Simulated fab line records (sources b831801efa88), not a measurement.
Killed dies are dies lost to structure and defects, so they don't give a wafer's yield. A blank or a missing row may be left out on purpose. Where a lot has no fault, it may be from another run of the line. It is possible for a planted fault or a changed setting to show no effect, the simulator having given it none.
Comparing a struck lot with a sound one + flow gf180mcu + 32 steps out of a route of 602
Sound: these wafers, L902.1, L902.3, L902.6. The struck wafers were L920.2, L920.4, L920.6. Last of all comes the cause.
At each step with rows: each side's tool, then ch and its chambers, then its first start. Under that, the readings that differ: sound wafers + struck wafers + difference of the means + sigmas: that difference in standard deviations of wafers without a fault.
alike: same words and numbers on both sides, and readings whose means sit less than 2 such deviations apart. not compared: any withheld reading, any reading some wafer has no value for, any bound like >300 that may hide the same value, and any number with overlapping values for which the record gives no deviation.
Wherever a step has rows on one side only, a row that says differs or no value, or a row with sigmas, the two part there. When numbers do not overlap yet have no deviation, they are printed without sigmas and do not part them. Lack of a reading on every wafer of one side parts them only where that side has two or more wafers.

first, 1 step without rows for these wafers: GF_HV_LDD_CVD_56 (deposits Si3N4 from DCS/NH3, target thk 90 nm, time 1543 s).
GF_HV_LDD_THK_MEAS_57:
  struck on film-metro-01, day 18 11:27; sound on film-metro-01, day 12 15:42
  alike: HV_LDD_CVD_56_THK
GF_HV_LDD_ETCHBACK_58: etches Si3N4 in CH3F/O2, stops on SiO2, time 100 s, target depth 90 nm.
  sound on rie-diel-01 ch 1,2,3, day 12 15:46; struck on rie-diel-04 ch 0,1,2, day 18 11:30
  alike: drypump-motor-current-A, oes-product-au, throttle-valve-pct
  not compared: rf-hours-counter-h
then, 7 steps without rows for these wafers: GF_NSD_DEHYDRATE_00 (time 60 s); GF_NSD_HMDS_01 (prime time 60 s); GF_NSD_COAT_02 (resist thk 1000 nm); GF_NSD_SOFTBAKE_03 (time 60 s); GF_NSD_EXPOSE_04 (exposes mask Nplus, target cd 400 nm); GF_NSD_PEB_05; GF_NSD_DEVELOP_06 (develop time 60 s).
GF_NSD_CD_MEAS_07: the cd target is 400 nm.
  struck on cd-sem-01, day 19 11:40; sound on cd-sem-02, day 13 12:06
  alike: cd-nm
GF_NSD_OVL_MEAS_08:
  struck on overlay-01, day 19 11:46; sound on overlay-01, day 13 12:13
| reading      | sound       | struck        | difference | sigmas |
|--------------|-------------|---------------|------------|--------|
| NSD_OVL (nm) | 2.7 1.2 3.0 | -0.2 -2.3 0.2 | -3.1       | -2     |
GF_NSD_IMPLANT_09:
  sound on implanter-01 ch 0, day 13 12:15; struck on implanter-03 ch 0, day 19 11:49
| reading                   | sound             | struck            | difference | sigmas |
|---------------------------|-------------------|-------------------|------------|--------|
| implant-ion-amu           | 75 75 75          | 49 49 49          | -26        |        |
| model.implant.rp-nm (nm)  | 38.13 38.13 38.13 | 44.31 44.31 44.31 | +6.18      |        |
| model.implant.drp-nm (nm) | 16.15 16.15 16.15 | 21.23 21.23 21.23 | +5.08      |        |
following that, these wafers have no rows for 1 step: GF_NSD_IMPLANT_10.
GF_NSD_STRIP_11: strips in O2/N2.
  sound on plasma-asher-02 ch 0, day 13 12:33; struck on plasma-asher-04 ch 0,1, day 19 12:06
| reading                      | sound             | struck            | difference | sigmas |
|------------------------------|-------------------|-------------------|------------|--------|
| oes-product-au (a.u.)        | 0.499 0.484 0.492 | 0.470 0.477 0.473 | -0.018     | -4     |
| strip-time-to-endpoint-s (s) | 23.03 23.00 22.98 | 23.71 23.68 23.75 | +0.71      | +20    |
  alike: drypump-motor-current-A, heater-power-w
  not compared: rf-hours-counter-h
GF_NSD_TW_MEAS_12:
  struck on film-metro-03, day 19 12:13; sound on film-metro-03, day 13 12:39
  alike: NSD_TW
then, 7 steps without rows for these wafers: GF_PSD_DEHYDRATE_00 (time 60 s); GF_PSD_HMDS_01 (prime time 60 s); GF_PSD_COAT_02 (resist thk 1000 nm); GF_PSD_SOFTBAKE_03 (time 60 s); GF_PSD_EXPOSE_04 (exposes mask Pplus, target cd 400 nm); GF_PSD_PEB_05; GF_PSD_DEVELOP_06 (develop time 60 s).
GF_PSD_CD_MEAS_07: the cd target is 400 nm.
  struck on cd-sem-02, day 20 11:51; sound on cd-sem-02, day 14 08:21
  alike: cd-nm
GF_PSD_OVL_MEAS_08:
  struck on overlay-02, day 20 11:57; sound on overlay-01, day 14 08:28
  alike: PSD_OVL
following that, these wafers have no rows for 1 step: GF_PSD_IMPLANT_09.
GF_PSD_STRIP_10: strips in O2/N2.
  sound on plasma-asher-04 ch 0,1, day 14 08:39; struck on plasma-asher-04 ch 0,1, day 20 12:08
  alike: drypump-motor-current-A, heater-power-w, oes-product-au, strip-time-to-endpoint-s
  not compared: rf-hours-counter-h
GF_PSD_TW_MEAS_11:
  struck on film-metro-02, day 20 12:14; sound on film-metro-01, day 14 08:45
  alike: PSD_TW
then, 1 step without rows for these wafers: GF_PSD_CLEAN_12 (cleans in SC1/SC2, time 150 s).
GF_PSD_RTA_13: time 20 s.
  sound on rtp-anneal-02 ch 0, day 14 08:52; struck on rtp-anneal-02 ch 0, day 20 12:21
  alike: lamp-power-pct, wafer_temp_C_max
GF_PSD_RS_MEAS_14: measures by four-point-probe.
  struck on film-metro-03, day 20 12:26; sound on film-metro-02, day 14 08:57
| reading         | sound             | struck | difference                    | sigmas |
|-----------------|-------------------|--------|-------------------------------|--------|
| NSD_RS (ohm/sq) | 46.12 46.21 46.04 | - - -  | no value on the struck wafers |        |
GF_PSD_RS_MEAS_15: measures by four-point-probe.
  struck on film-metro-03, day 20 12:34; sound on film-metro-02, day 14 09:04
  alike: PSD_RS

== WHERE THEY PART ==
At GF_NSD_OVL_MEAS_08 first; at GF_PSD_RS_MEAS_14 last (within this record only). Later steps at which nothing parts them and some readings are alike: GF_PSD_RS_MEAS_15.

WHY: the cause the simulator had injected
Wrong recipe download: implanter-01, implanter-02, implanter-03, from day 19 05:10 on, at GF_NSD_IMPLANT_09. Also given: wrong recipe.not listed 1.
